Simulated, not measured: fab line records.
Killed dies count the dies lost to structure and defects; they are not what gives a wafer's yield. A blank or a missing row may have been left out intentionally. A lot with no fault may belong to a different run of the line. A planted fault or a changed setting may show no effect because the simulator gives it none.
Which tool did it? | flow gf180mcu | Sampling: 12 lots, 36 wafers, 4 of 602 route steps

WHAT EACH GAUGE READ, for each wafer
GF_V3_THK_MEAS_03.
lot  | measured     | on           | V3_CVD_02_THK (nm)
L075 | day 20 18:49 | filmMetro-03 | 832 839 834
L077 | day 21 16:48 | filmMetro-01 | 868 864 870
L079 | day 22 10:13 | filmMetro-01 | 860 863 865
L081 | day 25 02:52 | filmMetro-01 | 847 844 862
L084 | day 25 06:14 | filmMetro-01 | 849 853 862
L085 | day 25 10:26 | filmMetro-01 | 844 839 860
L087 | day 25 23:49 | filmMetro-01 | 836 849 847
L089 | day 26 20:29 | filmMetro-01 | 851 851 869
L091 | day 27 11:33 | filmMetro-03 | 850 883 863
L094 | day 28 10:38 | filmMetro-01 | 842 835 861
L095 | day 28 19:05 | filmMetro-04 | 848 837 855
L096 | day 29 06:13 | filmMetro-03 | 854 869 857

WHAT TOOL EACH LOT RAN ON (gives the tool, then ch and the chambers of the sampled wafers, and finally the start)
lot  | GF_M1_STRIP_17                      | GF_V1_CVD_02                    | GF_M2_METAL_ETCH_16
L075 | plasmaAsher-01 ch 0,1, day 16 11:12 | pecvd-04 ch 0,1,2, day 16 11:53 | rieMetal-04 ch 0,1, day 18 12:41
L077 | plasmaAsher-03 ch 0,1, day 17 09:41 | pecvd-01 ch 1,2, day 17 10:22   | rieMetal-04 ch 0,1, day 19 12:11
L079 | plasmaAsher-01 ch 0,1, day 18 01:19 | pecvd-04 ch 1,2, day 18 02:01   | rieMetal-03 ch 0,1, day 20 05:35
L081 | plasmaAsher-01 ch 0,1, day 21 00:47 | pecvd-04 ch 0,1,2, day 21 01:30 | rieMetal-03 ch 0, day 23 03:08
L084 | plasmaAsher-01 ch 0,1, day 21 04:09 | pecvd-04 ch 0,1,2, day 21 04:53 | rieMetal-04 ch 0,1, day 23 06:15
L085 | plasmaAsher-01 ch 0,1, day 21 09:45 | pecvd-03 ch 0,2, day 21 10:29   | rieMetal-03 ch 0,1, day 23 11:12
L087 | plasmaAsher-03 ch 0,1, day 22 00:44 | pecvd-01 ch 0,2, day 22 01:23   | rieMetal-03 ch 0,1, day 24 01:08
L089 | plasmaAsher-03 ch 0,1, day 23 00:24 | pecvd-01 ch 0,1, day 23 01:25   | rieMetal-02 ch 0,1, day 24 23:34
L091 | plasmaAsher-02 ch 0,1, day 23 17:48 | pecvd-01 ch 0,1,2, day 23 18:28 | rieMetal-03 ch 0,1, day 25 15:31
L094 | plasmaAsher-01 ch 0,1, day 24 20:02 | pecvd-03 ch 0,1,2, day 24 20:43 | rieMetal-03 ch 0, day 26 15:48
L095 | plasmaAsher-03 ch 0,1, day 25 04:40 | pecvd-03 ch 0,1,2, day 25 05:20 | rieMetal-04 ch 0,1, day 27 00:19
L096 | plasmaAsher-02 ch 0,1, day 25 16:38 | pecvd-03 ch 0,1,2, day 25 17:18 | rieMetal-03 ch 1, day 27 12:23
- GF_M1_STRIP_17: strips in O2/N2.
- GF_V1_CVD_02: deposits SiO2 from TEOS, target thk 850 nm, time 94.851 s.
- GF_M2_METAL_ETCH_16: etches the open film in Cl2/BCl3, stops on SiO2, target depth 627.5 nm, time 104.6 s.

THE ANSWER, worked out from the rows above alone
Rule: the lots themselves supply what counts as usual. Put in order of their means at a reading, lots are off if they are a third of the lots or fewer, leave a main group of 4 or more, and stand apart from it by a gap of 3 or more times the standard deviation of the main group's means; of several such gaps the widest counts. A main group is skipped when, at the precision printed for the reading in the tables above, its means are all equal. Also off: a lot with no number at a reading for which 4 or more lots have one. Any other lot the step has rows for is counted as sound.
No lot is off on any of the readings shown, so nothing can be concluded from this.

WHAT HAD BEEN PUT IN BY THE SIMULATOR
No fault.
